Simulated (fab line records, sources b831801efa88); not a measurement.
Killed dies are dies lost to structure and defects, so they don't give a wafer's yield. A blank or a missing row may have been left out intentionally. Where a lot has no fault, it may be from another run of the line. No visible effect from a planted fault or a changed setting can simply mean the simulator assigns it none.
One fault seen from 2 desks | flow sky130 | every desk sees just its own numbers, and what lay behind them comes last

== METROLOGY DESK ==
Means of the sampled wafers that have a number, per lot and without regard to the tool the lot ran on: this is what the gauges read. If a lot's mean is further than 4 standard deviations from the usual mean, the lot is out of limits and carries the mark OUT (the distance appears in the brackets).
Columns: A = SD_N_OVL at SKY_SD_N_OVL_MEAS_08, usual 0.2 nm; B = SD_P_RS at SKY_SD_N_RS_MEAS_17, usual 147.2 ohm/sq; C = LI_CONTACT_BOW at SKY_LI_CONTACT_BOW_MEAS_03, usual 57 um; D = LOCAL_INTERCONNECT_TIN_RS at SKY_LOCAL_INTERCONNECT_RS_MEAS_01, usual 14.08 ohm/sq; E = LOCAL_INTERCONNECT_TIN_THK at SKY_LOCAL_INTERCONNECT_THK_MEAS_02, usual 101.0 nm
lot  | first seen here | A    | B     | C  | D                | E
L123 | day 30 21:34    | 0.4  | 147.3 | 57 | 13.47 (-5.1) OUT | 106.5 (+6.2) OUT
L125 | day 31 09:04    | -0.3 | 147.7 | 57 | 13.44 (-5.3) OUT | 105.8 (+5.4) OUT
L130 | day 32 16:14    | -0.5 | 147.3 | 56 | 13.98            | 102.1
L129 | day 32 20:19    | -0.5 | 147.4 | 56 | 14.00            | 101.1
L131 | day 33 07:49    | -0.7 | 146.8 | 58 | 13.99            | 100.8
L132 | day 33 16:55    | 1.4  | 147.3 | 59 | 14.02            | 101.4
L134 | day 34 07:16    | -0.5 | 147.7 | 55 | 14.01            | 101.4
L136 | day 34 23:34    | 1.2  | 147.1 | 54 | 14.21            | 100.8
L137 | day 35 05:55    | 1.0  | 146.9 | 64 | 14.24            | 100.4
L138 | day 35 12:40    | 1.0  | 147.1 | 59 | 14.10            | 101.4
Per this desk, out of limits: L123, L125; the first was L123, day 32 03:38 (LOCAL_INTERCONNECT_TIN_RS at SKY_LOCAL_INTERCONNECT_RS_MEAS_01). Within limits: L130, L129, L131, L132, L134, L136, L137, L138.

== FOR THE TOOL OWNER'S DESK: pvd sputter-02 ==
The tool's own readings at SKY_LOCAL_INTERCONNECT_SPUTTER_00 (material TiN, target thk 100 nm, time 83.3 s): means of the sampled wafers that have a number, for each lot that ran on this tool. If a lot's mean is further than 4 standard deviations from the usual mean, the lot is out of limits and carries the mark OUT (the distance appears in the brackets).
Columns: A = cathode dc power W at SKY_LOCAL_INTERCONNECT_SPUTTER_00, usual 6500.0 W; B = throttle valve pct at SKY_LOCAL_INTERCONNECT_SPUTTER_00, usual 30.4 %
lot  | first seen here | A                        | B
L123 | day 32 03:35    | 6810.3 (+99 or more) OUT | 29.4
L125 | day 32 14:44    | 6808.8 (+99 or more) OUT | 30.2
Finding of this desk: L123, L125 out of limits; the first was L123 at day 32 03:35, on cathode dc power W at SKY_LOCAL_INTERCONNECT_SPUTTER_00. In limits: none.

== ALL TOGETHER ==
At day 32 03:35, on L123, L125, the tool owner's desk was in a position to raise an alarm.
L123, L125 would have let the metrology desk raise an alarm at day 32 03:38.
All the named lots went through SKY_LOCAL_INTERCONNECT_SPUTTER_00 on pvd sputter-02.

== WHAT HAD BEEN PUT IN BY THE SIMULATOR ==
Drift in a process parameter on pvd sputter-02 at SKY_LOCAL_INTERCONNECT_SPUTTER_00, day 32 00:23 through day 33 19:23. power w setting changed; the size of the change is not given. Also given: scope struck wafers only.
Lots struck among those shown: L123, L125.
Delay (hours) between the fault's onset and each desk's first out-of-limits reading: 3 at the tool owner's desk, 3 at the metrology desk.
